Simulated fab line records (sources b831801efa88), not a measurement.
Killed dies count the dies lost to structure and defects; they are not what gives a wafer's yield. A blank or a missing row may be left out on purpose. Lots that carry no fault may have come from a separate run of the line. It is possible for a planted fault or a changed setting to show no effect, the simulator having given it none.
What tool caused it? + flow gf180mcu + 12 lots, 36 wafers sampled, at 5 steps of a route of 602

## WHAT EACH GAUGE READ, for each wafer
GF_V1_THK_MEAS_01.
| lot  | measured     | on            | V1_CVD_00_THK (nm) |
|------|--------------|---------------|--------------------|
| L490 | day 16 21:35 | film metro-03 | 595 597 600        |
| L492 | day 17 14:05 | film metro-01 | 600 596 602        |
| L493 | day 18 10:21 | film metro-01 | 304 599 605        |
| L494 | day 18 17:34 | film metro-02 | 301 613 605        |
| L495 | day 19 04:17 | film metro-03 | 593 590 606        |
| L501 | day 21 04:40 | film metro-02 | 590 599 604        |
| L502 | day 21 15:34 | film metro-03 | 598 588 592        |
| L506 | day 23 06:39 | film metro-03 | 603 602 607        |
| L507 | day 23 14:49 | film metro-03 | 593 591 588        |
| L508 | day 24 00:51 | film metro-01 | 586 596 591        |
| L510 | day 24 11:49 | film metro-01 | 608 606 600        |
| L512 | day 24 21:49 | film metro-02 | 592 596 593        |

## EACH LOT AND THE TOOL THAT RAN IT (in order: tool; ch and the chambers of the sampled wafers; start)
| lot  | GF_CONTACT_STRIP_18                  | GF_M1_SPUTTER_03             | GF_M1_SPUTTER_04             | GF_V1_CVD_00                     |
|------|--------------------------------------|------------------------------|------------------------------|----------------------------------|
| L490 | plasma asher-02 ch 0,1, day 15 21:24 | pvd sputter-01, day 15 22:32 | pvd sputter-01, day 15 22:34 | hdpcvd-01 ch 0,2, day 16 21:31   |
| L492 | plasma asher-04 ch 0,1, day 16 12:41 | pvd sputter-03, day 16 13:49 | pvd sputter-03, day 16 13:50 | hdpcvd-01 ch 0,2, day 17 13:59   |
| L493 | plasma asher-02 ch 0,1, day 17 08:29 | pvd sputter-01, day 17 09:46 | pvd sputter-01, day 17 09:47 | hdpcvd-01 ch 0,1, day 18 10:16   |
| L494 | plasma asher-04 ch 0, day 17 16:14   | pvd sputter-01, day 17 17:29 | pvd sputter-01, day 17 17:30 | hdpcvd-01 ch 0,1,2, day 18 17:29 |
| L495 | plasma asher-04 ch 0,1, day 18 01:54 | pvd sputter-01, day 18 03:02 | pvd sputter-01, day 18 03:04 | hdpcvd-02 ch 0,1,2, day 19 04:13 |
| L501 | plasma asher-01 ch 0,1, day 20 03:00 | pvd sputter-04, day 20 04:08 | pvd sputter-04, day 20 04:10 | hdpcvd-01 ch 0,1,2, day 21 04:35 |
| L502 | plasma asher-02 ch 0,1, day 20 13:59 | pvd sputter-03, day 20 15:08 | pvd sputter-03, day 20 15:10 | hdpcvd-01 ch 0,2, day 21 15:29   |
| L506 | plasma asher-04 ch 0,1, day 22 05:26 | pvd sputter-01, day 22 06:35 | pvd sputter-01, day 22 06:36 | hdpcvd-01 ch 1,2, day 23 06:34   |
| L507 | plasma asher-01 ch 0,1, day 22 13:35 | pvd sputter-04, day 22 14:44 | pvd sputter-04, day 22 14:45 | hdpcvd-02 ch 0,1,2, day 23 14:44 |
| L508 | plasma asher-02 ch 1, day 23 00:38   | pvd sputter-04, day 23 01:46 | pvd sputter-04, day 23 01:47 | hdpcvd-02 ch 0,2, day 24 00:46   |
| L510 | plasma asher-02 ch 0, day 23 10:42   | pvd sputter-04, day 23 11:56 | pvd sputter-04, day 23 11:57 | hdpcvd-01 ch 1,2, day 24 11:45   |
| L512 | plasma asher-01 ch 0,1, day 23 21:30 | pvd sputter-01, day 23 22:44 | pvd sputter-01, day 23 22:46 | hdpcvd-02 ch 0,1,2, day 24 21:45 |
- GF_CONTACT_STRIP_18: strips in O2/N2.
- GF_M1_SPUTTER_03: material Ti, target thk 10 nm, time 6.7 s.
- GF_M1_SPUTTER_04: material TiN, target thk 50 nm, time 41.7 s.
- GF_V1_CVD_00: deposits SiO2, target thk 600 nm, time 100 s.

## AS READ BY THE TOOLS THEMSELVES (means over the sampled wafers that have a number; for cases with no such wafer, the mark the record gives instead)
GF_CONTACT_STRIP_18.
| lot  | tool            | drypump motor current A (A) | heater power w (W) | oes product au (a.u.) |
|------|-----------------|-----------------------------|--------------------|-----------------------|
| L490 | plasma asher-02 | 5.9                         | 321                | 0.577                 |
| L492 | plasma asher-04 | 5.7                         | 334                | 0.579                 |
| L493 | plasma asher-02 | 5.9                         | 317                | 0.583                 |
| L494 | plasma asher-04 | 5.5                         | 341                | 0.579                 |
| L495 | plasma asher-04 | 5.6                         | 334                | 0.580                 |
| L501 | plasma asher-01 | 5.0                         | 309                | 0.581                 |
| L502 | plasma asher-02 | 5.9                         | 325                | 0.581                 |
| L506 | plasma asher-04 | 5.7                         | 327                | 0.585                 |
| L507 | plasma asher-01 | 5.0                         | 317                | 0.585                 |
| L508 | plasma asher-02 | 6.1                         | 313                | 0.582                 |
| L510 | plasma asher-02 | 5.6                         | 344                | 0.585                 |
| L512 | plasma asher-01 | 5.2                         | 303                | 0.583                 |

GF_M1_SPUTTER_03.
| lot  | tool           | throttle valve pct (%) |
|------|----------------|------------------------|
| L490 | pvd sputter-01 | 30.5                   |
| L492 | pvd sputter-03 | 30.8                   |
| L493 | pvd sputter-01 | 30.7                   |
| L494 | pvd sputter-01 | 30.9                   |
| L495 | pvd sputter-01 | 31.0                   |
| L501 | pvd sputter-04 | 28.9                   |
| L502 | pvd sputter-03 | 30.5                   |
| L506 | pvd sputter-01 | 30.6                   |
| L507 | pvd sputter-04 | 29.7                   |
| L508 | pvd sputter-04 | 30.1                   |
| L510 | pvd sputter-04 | 28.8                   |
| L512 | pvd sputter-01 | 30.4                   |

GF_M1_SPUTTER_04.
| lot  | tool           | throttle valve pct (%) |
|------|----------------|------------------------|
| L490 | pvd sputter-01 | 30.6                   |
| L492 | pvd sputter-03 | 30.8                   |
| L493 | pvd sputter-01 | 30.9                   |
| L494 | pvd sputter-01 | 30.7                   |
| L495 | pvd sputter-01 | 30.9                   |
| L501 | pvd sputter-04 | 29.1                   |
| L502 | pvd sputter-03 | 30.5                   |
| L506 | pvd sputter-01 | 30.5                   |
| L507 | pvd sputter-04 | 29.5                   |
| L508 | pvd sputter-04 | 30.2                   |
| L510 | pvd sputter-04 | 28.9                   |
| L512 | pvd sputter-01 | 30.5                   |

GF_V1_CVD_00.
| lot  | tool      | sih4 flow sccm (sccm) |
|------|-----------|-----------------------|
| L490 | hdpcvd-01 | 60.12                 |
| L492 | hdpcvd-01 | 59.85                 |
| L493 | hdpcvd-01 | 49.70                 |
| L494 | hdpcvd-01 | 50.14                 |
| L495 | hdpcvd-02 | 59.99                 |
| L501 | hdpcvd-01 | 60.00                 |
| L502 | hdpcvd-01 | 59.87                 |
| L506 | hdpcvd-01 | 60.00                 |
| L507 | hdpcvd-02 | 59.95                 |
| L508 | hdpcvd-02 | 60.02                 |
| L510 | hdpcvd-01 | 60.18                 |
| L512 | hdpcvd-02 | 59.93                 |

## THE ANSWER, worked out from the rows above alone
Rule: the usual values come from the lots themselves. Put in order of their means at a reading, lots are off if they are a third of the lots or fewer, leave a main group of 4 or more, and stand apart from it by a gap of 3 or more times the standard deviation of the main group's means; of several such gaps the widest counts. Not used: any main group whose means are identical at the precision the tables above print for the reading. Also off: a lot with no number at a reading for which 4 or more lots have one. The other lots that the step has rows for count as sound. First the gauges in route order, then the tools' own readings, where a lot's mean is used as printed above. The first step at which some lot is off is used, and at that step the reading that is off furthest; a lot without a number counts as furthest.
Off: L493, L494, seen at GF_V1_THK_MEAS_01 (V1_CVD_00_THK). For the main group the mean is 597 nm and the standard deviation 4.7.
A tool fits if, at a process step before that reading, it ran every lot that is off, and no sound lot after the first of them. Not tried: the gauges at GF_V1_THK_MEAS_01; whatever is off there is also off at GF_V1_CVD_00, on other tools, and gauge error can't account for it. Not one of the candidates tried fits.

## WHAT THE SIMULATOR HAD PUT IN
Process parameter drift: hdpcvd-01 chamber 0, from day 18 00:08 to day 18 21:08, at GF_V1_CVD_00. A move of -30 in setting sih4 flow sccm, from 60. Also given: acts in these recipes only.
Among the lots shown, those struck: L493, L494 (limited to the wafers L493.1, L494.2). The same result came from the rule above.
